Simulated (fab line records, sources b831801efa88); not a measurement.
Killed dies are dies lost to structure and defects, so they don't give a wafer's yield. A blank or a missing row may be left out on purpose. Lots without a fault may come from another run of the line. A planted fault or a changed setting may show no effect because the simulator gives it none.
Split-lot experiment | flow sfq_line | 5 lots, 23 wafers read, on a route of 325 steps

THE SPLIT
At SFQ_TRILAYER_M3_LITHO_COAT_080 (resist thk 62 nm), the setting spin_rpm was moved away from the recipe's 3000 rpm on 7 of the 23 wafers read, by -3.3% to -2.1%. The other wafers ran this setting at the recipe's value.

The reading is taken at the split's own step.

THE READING
BARC_of_TRILAYER_M3_LITHO_COAT_080.thk_nm (the simulator's own value, which no gauge read), in nm, at SFQ_TRILAYER_M3_LITHO_COAT_080 (resist thk 62 nm). The file gives no usual value for it. The 16 wafers here that ran the recipe average 62.04 nm, standard deviation 0.12 nm.

wafer  | tool, chamber at the split | spin_rpm as run, rpm | against the recipe | BARC_of_TRILAYER_M3_LITHO_COAT_080.thk_nm, nm | against lot-mates on the recipe
L077.1 | litho_track-03, 0          | 3000                 | recipe             | 61.86                                         | -
L077.2 | litho_track-03, 0          | 2902                 | -3.3%              | 63.12                                         | +1.14
L077.3 | litho_track-03, 0          | 3000                 | recipe             | 62.09                                         | -
L077.4 | litho_track-03, 0          | 2902                 | -3.3%              | 62.98                                         | +1.00
L077.5 | litho_track-03, 0          | 2902                 | -3.3%              | 63.18                                         | +1.20
L079.1 | litho_track-01, 0          | 3000                 | recipe             | 62.03                                         | -
L079.2 | litho_track-01, 0          | 3000                 | recipe             | 62.14                                         | -
L079.3 | litho_track-01, 0          | 3000                 | recipe             | 61.95                                         | -
L079.5 | litho_track-01, 0          | 2938                 | -2.1%              | 62.84                                         | +0.80
L079.6 | litho_track-01, 0          | 2938                 | -2.1%              | 62.76                                         | +0.72
L080.1 | litho_track-01, 0          | 3000                 | recipe             | 62.11                                         | -
L080.2 | litho_track-01, 0          | 2929                 | -2.4%              | 62.52                                         | +0.51
L080.3 | litho_track-01, 0          | 3000                 | recipe             | 62.06                                         | -
L080.4 | litho_track-01, 0          | 2929                 | -2.4%              | 62.89                                         | +0.88
L080.6 | litho_track-01, 0          | 3000                 | recipe             | 61.87                                         | -
L081.2 | litho_track-03, 0          | 3000                 | recipe             | 61.93                                         | -
L081.3 | litho_track-03, 0          | 3000                 | recipe             | 61.93                                         | -
L081.4 | litho_track-03, 0          | 3000                 | recipe             | 62.06                                         | -
L081.5 | litho_track-03, 0          | 3000                 | recipe             | 62.18                                         | -
L081.6 | litho_track-03, 0          | 3000                 | recipe             | 61.9                                          | -
L083.2 | litho_track-01, 0          | 3000                 | recipe             | 62.33                                         | -
L083.4 | litho_track-01, 0          | 3000                 | recipe             | 62.12                                         | -
L083.5 | litho_track-01, 0          | 3000                 | recipe             | 62.02                                         | -

THE FIT
A straight line over all 23 wafers: BARC_of_TRILAYER_M3_LITHO_COAT_080.thk_nm changes by -0.322 nm for each +1% of spin_rpm; r = -0.95; the points scatter about the line by 0.13 nm.
The same after taking each lot's own level away (the mean of its wafers on the recipe; 23 wafers): -0.336 nm for each +1%; r = -0.96; scatter 0.12 nm.
On that fit, the largest move of spin_rpm shifts the reading by 1.1 nm.
The lots' own levels span 61.975 to 62.157 nm, that is 1.5 times the standard deviation above.
So the lot-to-lot level changes the slope little: the two slopes agree.
Check: with one of the wafers moved furthest among these (-3.3%) left out of the fit, the line predicts +1.08 nm for it against its lot-mates. It came out at +1.14 nm against them.

OTHER SPLITS ON THESE WAFERS
These wafers also went through other splits before the reading. Each is held against what the fit with the lots' levels taken away leaves over:
other split on the same wafers                    | wafers away from the commonest value | r with BARC_of_TRILAYER_M3_LITHO_COAT_080.thk_nm (lot level and that fit taken away)
SFQ_TRILAYER_M1_LITHO_COAT_039 resist_thk_nm      | 9                                    | +0.03
SFQ_TRILAYER_M1_ETCH_METAL_ETCH_042 icp_w         | 7                                    | -0.15
SFQ_TRILAYER_I1_CMP_CMP_046 leave_above_ref_nm    | 7                                    | +0.04
SFQ_TRILAYER_I1_VIA_BARC_OPEN_VIA_ETCH_071 time_s | 10                                   | +0.32
SFQ_TRILAYER_M2_DEP_SPUTTER_055 time_s            | 9                                    | +0.06
SFQ_TRILAYER_M2_LITHO_COAT_057 spin_rpm           | 9                                    | +0.08
SFQ_TRILAYER_M2_BARC_OPEN_METAL_ETCH_077 bias_w   | 9                                    | -0.03
SFQ_TRILAYER_I2_VIA_LITHO_COAT_072 resist_thk_nm  | 9                                    | -0.23

THE FILE'S OWN FIT
BARC_of_TRILAYER_M3_LITHO_COAT_080.thk_nm changes by -0.335 nm for each +1% of spin_rpm, r = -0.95.
